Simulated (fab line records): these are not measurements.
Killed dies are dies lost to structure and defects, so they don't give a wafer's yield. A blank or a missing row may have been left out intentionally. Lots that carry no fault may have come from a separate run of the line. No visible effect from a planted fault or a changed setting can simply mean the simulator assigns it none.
A lot that was struck, set against a sound lot || flow sfqLine || 21 steps out of a route of 325
Sound: these wafers, L951.1, L951.5, L951.6. Wafers struck: L961.1, L961.3, L961.6. The cause is given at the end.
Each step with rows lists, per side, the tool, then ch with its chambers, then its first start. Under that, the readings that differ: sound wafers || struck wafers || difference of the means || sigmas: that difference in standard deviations of wafers without a fault.
alike: readings whose means differ by less than 2 such deviations, and words and numbers that are the same on both sides. not compared: withheld readings, readings that some wafer has no value for, bounds like >300 that may hide the same value, and numbers for which the record gives no deviation and whose values overlap.
Wherever a step has rows on one side only, a row that says differs or no value, or a row with sigmas, the two part there. Numbers that have no deviation but don't overlap get no sigmas and don't part them. Lack of a reading on every wafer of one side parts them only where that side has two or more wafers.

first, 7 steps without rows for these wafers: SFQ_TRILAYER_L0_LITHO_COAT_010 (resist thk 62 nm); SFQ_TRILAYER_L0_LITHO_COAT_005 (resist thk 594.7 nm); SFQ_TRILAYER_L0_LITHO_SOFTBAKE_009; SFQ_TRILAYER_L0_LITHO_EXPOSE_006 (exposes mask L0, target cd 2000 nm); SFQ_TRILAYER_L0_LITHO_PEB_008 (peb time 60 s); SFQ_TRILAYER_L0_LITHO_DEVELOP_007 (time 60 s); SFQ_TRILAYER_L0_BARC_OPEN_METAL_ETCH_010 (etches BARC in O2, target depth 125 nm, time 41.7 s).
SFQ_TRILAYER_L0_ETCH_METAL_ETCH_008: etches MoNx KI in SF6/O2, stops on SiO2, target depth 50 nm, time 25 s.
  sound on rieMetal-02 ch 0,1, day 4 12:52; struck on rieMetal-02 ch 0,1, day 7 13:13
  alike: chamberPressureMTorr, drypumpMotorCurrentA, heBacksideLeakSccm, oesProductAu
  not compared: rfHoursCounterH
SFQ_TRILAYER_L0_STRIP_STRIP_009: strips in O2.
  sound on rieMetal-02 ch 0,1, day 4 12:55; struck on rieMetal-02 ch 0,1, day 7 13:15
  alike: chamberPressureMTorr, drypumpMotorCurrentA, heBacksideLeakSccm, oesProductAu
  not compared: rfHoursCounterH
then, 1 step without rows for these wafers: SFQ_TRILAYER_L0_STRIP_SOLV_CLEAN_010 (cleans in NMP, time 600 s).
SFQ_TRILAYER_L0_CAP_PECVD_011: deposits SiO2 from SiH4/N2O, time 13.333 s, target thk 60 nm.
  sound on pecvd-03 ch 0,1, day 4 13:41; struck on pecvd-03 ch 1,2, day 7 14:02
  alike: heaterPowerOuterW, heaterPowerW, susceptorTempC, throttleValvePct
then, 1 step without rows for these wafers: SFQ_TRILAYER_L0_VIA_LITHO_COAT_018 (resist thk 62.55 nm).
SFQ_TRILAYER_L0_VIA_LITHO_COAT_013: resist thk 650 nm.
  sound on lithoTrack-03 ch 0, day 4 14:01; struck on lithoTrack-03 ch 0, day 7 14:21
{"reading": "spinSpeedRpm (rpm)", "sound": "3003.6 3000.0 2998.5", "struck": "2703.6 2701.2 2703.6", "difference": -297.9, "sigmas": "-99 or more"}
{"reading": "model.KrF_of_TRILAYER_L0_VIA_LITHO_COAT_013.thkNm (nm)", "sound": "648.5 647 650.2", "struck": "682.4 685.1 685.7", "difference": "+35.8", "sigmas": ""}
  alike: resistLineTempC
then, 4 steps without rows for these wafers: SFQ_TRILAYER_L0_VIA_LITHO_SOFTBAKE_017; SFQ_TRILAYER_L0_VIA_LITHO_EXPOSE_014 (exposes mask L0V, target cd 700 nm); SFQ_TRILAYER_L0_VIA_LITHO_PEB_016 (peb time 60 s); SFQ_TRILAYER_L0_VIA_LITHO_DEVELOP_015 (time 60 s).
-- the record jumps here: 4 days lie between the struck wafers' starts before and after --
SFQ_L0V_OVL_MEAS_903:
  struck on overlay-01, day 11 13:29; sound on overlay-02, day 7 16:45
  alike: L0V_OVL
SFQ_TRILAYER_L0_VIA_BARC_OPEN_VIA_ETCH_021: etches BARC in O2, target depth 125 nm, time 41.7 s.
  sound on rieDiel-02 ch 1,3, day 7 16:47; struck on rieDiel-04 ch 1,2,3, day 11 13:31
  alike: chamberPressureMTorr, drypumpMotorCurrentA, oesProductAu
  not compared: rfHoursCounterH
SFQ_TRILAYER_L0_VIA_ETCH_VIA_ETCH_016: etches SiO2 in CHF3, stops on MoNx KI, target depth 80 nm.
  sound on rieDiel-02 ch 1,3, day 7 16:49; struck on rieDiel-04 ch 1,2,3, day 11 13:33
{"reading": "model.KrF_of_TRILAYER_L0_VIA_LITHO_COAT_013.thkNm (nm)", "sound": "559.5 557.7 560.6", "struck": "592.8 595.9 595.8", "difference": "+35.6", "sigmas": ""}
  alike: chamberPressureMTorr, drypumpMotorCurrentA, oesProductAu
SFQ_TRILAYER_L0_VIA_STRIP_STRIP_017: strips in O2.
  sound on rieMetal-04 ch 0,1, day 7 16:52; struck on rieMetal-03 ch 0,1, day 11 13:36
  alike: chamberPressureMTorr, drypumpMotorCurrentA, heBacksideLeakSccm, oesProductAu
  not compared: rfHoursCounterH

## WHERE THEY PART
Within this record, at SFQ_TRILAYER_L0_VIA_LITHO_COAT_013 only. Later steps at which nothing parts them and some readings are alike: SFQ_L0V_OVL_MEAS_903, SFQ_TRILAYER_L0_VIA_BARC_OPEN_VIA_ETCH_021, SFQ_TRILAYER_L0_VIA_ETCH_VIA_ETCH_016, SFQ_TRILAYER_L0_VIA_STRIP_STRIP_017.

WHY: what the simulator had put in
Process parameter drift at SFQ_TRILAYER_L0_VIA_LITHO_COAT_013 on lithoTrack-03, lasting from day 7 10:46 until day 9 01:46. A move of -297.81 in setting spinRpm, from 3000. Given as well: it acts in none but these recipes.
